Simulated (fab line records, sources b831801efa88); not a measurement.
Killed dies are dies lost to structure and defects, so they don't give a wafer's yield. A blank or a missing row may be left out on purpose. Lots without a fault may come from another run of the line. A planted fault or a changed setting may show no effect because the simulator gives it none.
Which tool did it? | flow gf180mcu | 6 lots, 18 wafers sampled, at 3 steps of a route of 602

WHAT THE GAUGES READ, wafer by wafer
GF_MIM_THK_MEAS_06.
lot  | measured     | on            | MIM_CVD_05_THK (nm)
L106 | day 25 06:26 | film_metro-01 | 41.4 41.3 41.6
L108 | day 26 04:17 | film_metro-04 | 41.1 42.0 41.5
L112 | day 27 06:08 | film_metro-03 | 40.8 40.9 41.5
L114 | day 27 16:42 | film_metro-03 | 41.6 42.3 42.0
L118 | day 29 03:51 | film_metro-03 | 41.8 41.8 42.5
L121 | day 29 22:19 | film_metro-03 | 39.7 39.9 39.6

WHICH TOOL RAN EACH LOT (tool, then ch and the chambers of the sampled wafers, then the start)
lot  | GF_V4_CVD_02                    | GF_MIM_CVD_05
L106 | pecvd-02 ch 0,1,2, day 24 05:33 | pecvd-02 ch 0,1,2, day 25 06:25
L108 | pecvd-01 ch 0,1,2, day 25 03:58 | pecvd-04 ch 0,1, day 26 04:16
L112 | pecvd-03 ch 1,2, day 26 07:27   | pecvd-02 ch 0,2, day 27 06:06
L114 | pecvd-02 ch 0,1,2, day 26 18:09 | pecvd-02 ch 1,2, day 27 16:40
L118 | pecvd-01 ch 1,2, day 28 05:50   | pecvd-02 ch 0,2, day 29 03:49
L121 | pecvd-03 ch 0,1,2, day 29 00:17 | pecvd-02 ch 0,2, day 29 22:16
- GF_V4_CVD_02: deposits SiO2 from TEOS, target thk 850 nm, time 94.851 s.
- GF_MIM_CVD_05: deposits Si3N4, target thk 42 nm, time 29.086 s.

THE ANSWER, worked out from the rows above alone
Rule: what is usual is taken from the lots themselves. Put in order of their means at a reading, lots are off if they are a third of the lots or fewer, leave a main group of 4 or more, and stand apart from it by a gap of 3 or more times the standard deviation of the main group's means; of several such gaps the widest counts. A main group whose means are all the same, to the digits that the tables above print for the reading, isn't used. A lot without any number at a reading at which 4 lots or more have one is off too. The other lots that the step has rows for count as sound.
Off: L121, at GF_MIM_THK_MEAS_06 (MIM_CVD_05_THK). The main group: mean 41.6 nm, standard deviation 0.36.
A tool fits if, at a process step before that reading, it ran every lot that is off, and no sound lot after the first of them. The gauges at GF_MIM_THK_MEAS_06 are tried like those tools. Can't be told from this: 3 tools fit, pecvd-03 at GF_V4_CVD_02, pecvd-02 at GF_MIM_CVD_05, film_metro-03 at GF_MIM_THK_MEAS_06.

WHAT THE SIMULATOR HAD PUT IN
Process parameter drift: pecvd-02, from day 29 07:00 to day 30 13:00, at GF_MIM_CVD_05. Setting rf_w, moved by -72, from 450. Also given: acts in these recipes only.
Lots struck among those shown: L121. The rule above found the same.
